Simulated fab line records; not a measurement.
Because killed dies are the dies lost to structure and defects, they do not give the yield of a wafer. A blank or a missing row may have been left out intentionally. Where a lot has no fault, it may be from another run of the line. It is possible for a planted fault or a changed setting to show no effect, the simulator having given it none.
Which of the tools did it? -- flow sky130 -- at 1 step of a route of 708, 7 lots with 20 wafers sampled

== WHAT EACH GAUGE READ, for each wafer ==
SKY_NWELL_RS_MEAS_29: measures by four-point-probe.
lot,measured,on,NWELL_RS (ohm/sq)
L723,day 5 22:04,film metro-04,626.4 624.7 625.1
L730,day 7 15:14,film metro-01,624.0 622.6
L734,day 8 17:10,film metro-03,623.6 622.1 623.7
L737,day 9 09:44,film metro-03,624.6 624.1 621.6
L739,day 10 04:54,film metro-01,624.6 625.6 626.6
L742,day 11 00:08,film metro-03,624.5 626.0 626.4
L744,day 11 08:25,film metro-04,626.0 626.7 626.8

== WHICH TOOL RAN EACH LOT (tool, then ch and the chambers of the sampled wafers, then the start) ==
Record: no process step prior to these readings.

== THE ANSWER, worked out from the rows above alone ==
Rule: the lots themselves supply what counts as usual. The widest of any qualifying gaps counts: lots, ordered by their means at a reading, are off when they make up no more than a third of the lots, leave a main group of 4 or more, and stand apart from it by 3 or more times the standard deviation of that group's means. A main group is skipped when, at the precision printed for the reading in the tables above, its means are all equal. A lot without any number at a reading at which 4 lots or more have one is off too. Any other lot the step has rows for is counted as sound.
Across all readings shown, no lot is off: no conclusion can be drawn from this.

== WHAT THE SIMULATOR HAD PUT IN ==
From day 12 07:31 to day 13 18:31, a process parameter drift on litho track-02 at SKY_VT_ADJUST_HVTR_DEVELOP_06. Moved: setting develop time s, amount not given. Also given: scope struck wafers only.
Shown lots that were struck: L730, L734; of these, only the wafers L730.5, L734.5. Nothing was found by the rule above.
